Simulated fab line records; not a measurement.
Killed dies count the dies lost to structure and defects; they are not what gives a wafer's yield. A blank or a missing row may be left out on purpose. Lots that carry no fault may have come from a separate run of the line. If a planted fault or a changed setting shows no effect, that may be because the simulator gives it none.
The tool behind it: which one? -- flow sky130 -- 36 wafers from 12 lots sampled at 3 of the route's 708 steps

== WHAT EACH GAUGE READ, for each wafer ==
SKY_VIA2_THK_MEAS_23: measures by xrf.
lot,measured,on,VIA2_W_THK (nm)
L075,day 36 14:29,film_metro-03,419 425 421
L077,day 37 04:14,film_metro-03,417 415 419
L079,day 37 20:40,film_metro-03,420 416 418
L081,day 39 06:29,film_metro-01,427 426 416
L083,day 39 08:46,film_metro-01,420 430 424
L085,day 39 14:32,film_metro-03,430 424 423
L087,day 40 09:07,film_metro-01,424 415 410
L089,day 40 17:48,film_metro-03,413 418 418
L091,day 41 06:54,film_metro-03,422 419 418
L093,day 41 23:44,film_metro-03,413 413 420
L095,day 42 11:39,film_metro-02,420 420 422
L097,day 42 22:13,film_metro-01,426 416 420

== EACH LOT AND THE TOOL THAT RAN IT (in order: tool; ch and the chambers of the sampled wafers; start) ==
lot,SKY_GATE_OXIDE_STRIP_13,SKY_VIA2_CVD_21
L075,"plasma_asher-01 ch 0,1, day 14 04:10","cvd_w-01 ch 0,1, day 36 14:14"
L077,"plasma_asher-03 ch 0,1, day 14 16:53","cvd_w-02 ch 0,1, day 37 03:59"
L079,"plasma_asher-03 ch 0,1, day 15 13:10","cvd_w-02 ch 0,1, day 37 20:25"
L081,"plasma_asher-02 ch 0,1, day 16 13:46","cvd_w-01 ch 0,1, day 39 06:14"
L083,"plasma_asher-02 ch 0,1, day 17 01:58","cvd_w-02 ch 0,1, day 39 08:31"
L085,"plasma_asher-03 ch 0,1, day 17 10:50","cvd_w-02 ch 0,1, day 39 14:19"
L087,"plasma_asher-01 ch 0, day 18 11:24","cvd_w-01 ch 0,1, day 40 08:51"
L089,"plasma_asher-03 ch 0,1, day 18 20:46","cvd_w-02 ch 0,1, day 40 17:33"
L091,"plasma_asher-02 ch 0,1, day 19 16:59","cvd_w-01 ch 0,1, day 41 06:40"
L093,"plasma_asher-02 ch 0,1, day 20 13:22","cvd_w-02 ch 0,1, day 41 23:29"
L095,"plasma_asher-01 ch 0,1, day 21 03:01","cvd_w-02 ch 0,1, day 42 11:23"
L097,"plasma_asher-03 ch 0,1, day 22 00:19","cvd_w-01 ch 0, day 42 21:58"
- SKY_GATE_OXIDE_STRIP_13: strips in O2/N2.
- SKY_VIA2_CVD_21: deposits W, target thk 420 nm, time 126.4 s.

== THE ANSWER, worked out from the rows above alone ==
Rule: usual is defined by the lots themselves. The widest of any qualifying gaps counts: lots, ordered by their means at a reading, are off when they make up no more than a third of the lots, leave a main group of 4 or more, and stand apart from it by 3 or more times the standard deviation of that group's means. If all means in a main group match to the digits the tables above print for the reading, that group is not used. A lot without any number at a reading at which 4 lots or more have one is off too. Where the step has rows for the other lots, those lots are counted as sound.
None of the lots is off at any reading shown; this tells nothing.

== WHAT THE SIMULATOR HAD PUT IN ==
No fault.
